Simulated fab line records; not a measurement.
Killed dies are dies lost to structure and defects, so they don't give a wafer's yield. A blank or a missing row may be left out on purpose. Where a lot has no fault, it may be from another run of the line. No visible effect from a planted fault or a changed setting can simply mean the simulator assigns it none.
2 desks looking at one fault || flow sky130 || each desk holds nothing but its own numbers, with what lay behind them at the end

## DESK OF THE TOOL OWNER: cmp-01
The tool's own readings at SKY_VIA2_CMP_02 (polishes SiO2): means of the sampled wafers that have a number, for each lot that ran on this tool. If a lot's mean is further than 4 standard deviations from the usual mean, the lot is out of limits and carries the mark OUT (the distance appears in the brackets).
Columns: A = head-pressure-psi at SKY_VIA2_CMP_02, usual 4.000 psi; B = motor-current-A at SKY_VIA2_CMP_02, usual 11.7 A; C = slurry-flow-ml-min at SKY_VIA2_CMP_02, usual 149.9
{"lot": "L485", "first seen here": "day 36 12:52", "A": 3.997, "B": 11.7, "C": 149.9}
{"lot": "L491", "first seen here": "day 37 19:58", "A": 4.001, "B": 11.8, "C": 149.8}
{"lot": "L492", "first seen here": "day 37 21:07", "A": 3.988, "B": 12.2, "C": 149.5}
{"lot": "L494", "first seen here": "day 38 07:55", "A": 4.001, "B": 11.7, "C": 149.9}
{"lot": "L493", "first seen here": "day 38 08:22", "A": 3.998, "B": 11.8, "C": 149.5}
{"lot": "L498", "first seen here": "day 39 12:53", "A": 3.993, "B": 11.4, "C": 149.6}
{"lot": "L499", "first seen here": "day 40 04:50", "A": 3.997, "B": 12.1, "C": 150.3}
This desk's finding: nothing out of limits on any of the 7 lots.

## THE METROLOGY DESK
Means of the sampled wafers that have a number, per lot and without regard to the tool the lot ran on: this is what the gauges read. If a lot's mean is further than 4 standard deviations from the usual mean, the lot is out of limits and carries the mark OUT (the distance appears in the brackets).
Columns: A = VIA1_HDPCVD_THK at SKY_VIA1_THK_MEAS_01, usual 1032 nm; B = CAPM_CVD_00_THK at SKY_CAPM_THK_MEAS_01, usual 15.61 nm; C = CAPM_OVL at SKY_CAPM_OVL_MEAS_12, usual 0.6 nm
{"lot": "L485", "first seen here": "day 34 03:20", "A": 1042, "B": 15.65, "C": 0.6}
{"lot": "L484", "first seen here": "day 34 05:05", "A": 1031, "B": 15.64, "C": 0.7}
{"lot": "L487", "first seen here": "day 34 06:59", "A": 1023, "B": 15.35, "C": 1.5}
{"lot": "L489", "first seen here": "day 35 04:59", "A": 1032, "B": 15.51, "C": -0.7}
{"lot": "L491", "first seen here": "day 35 12:10", "A": 1034, "B": 15.41, "C": -0.6}
{"lot": "L492", "first seen here": "day 35 13:41", "A": 1038, "B": 15.60, "C": -0.2}
{"lot": "L494", "first seen here": "day 36 01:45", "A": 1028, "B": 15.77, "C": 1.0}
{"lot": "L493", "first seen here": "day 36 02:45", "A": 1039, "B": 15.65, "C": -0.8}
{"lot": "L498", "first seen here": "day 37 07:36", "A": 1029, "B": 15.74, "C": -0.7}
{"lot": "L499", "first seen here": "day 38 00:14", "A": 1031, "B": 15.49, "C": 2.7}
{"lot": "L503", "first seen here": "day 39 04:06", "A": 1041, "B": 15.64, "C": 1.5}
{"lot": "L504", "first seen here": "day 39 08:04", "A": 1043, "B": 15.72, "C": 0.7}
This desk's finding: nothing out of limits on any of the 12 lots.

## BROUGHT TOGETHER
Nothing out of limits was seen by the tool owner's desk.
Nothing out of limits was seen by the metrology desk.

## WHAT THE SIMULATOR PUT IN
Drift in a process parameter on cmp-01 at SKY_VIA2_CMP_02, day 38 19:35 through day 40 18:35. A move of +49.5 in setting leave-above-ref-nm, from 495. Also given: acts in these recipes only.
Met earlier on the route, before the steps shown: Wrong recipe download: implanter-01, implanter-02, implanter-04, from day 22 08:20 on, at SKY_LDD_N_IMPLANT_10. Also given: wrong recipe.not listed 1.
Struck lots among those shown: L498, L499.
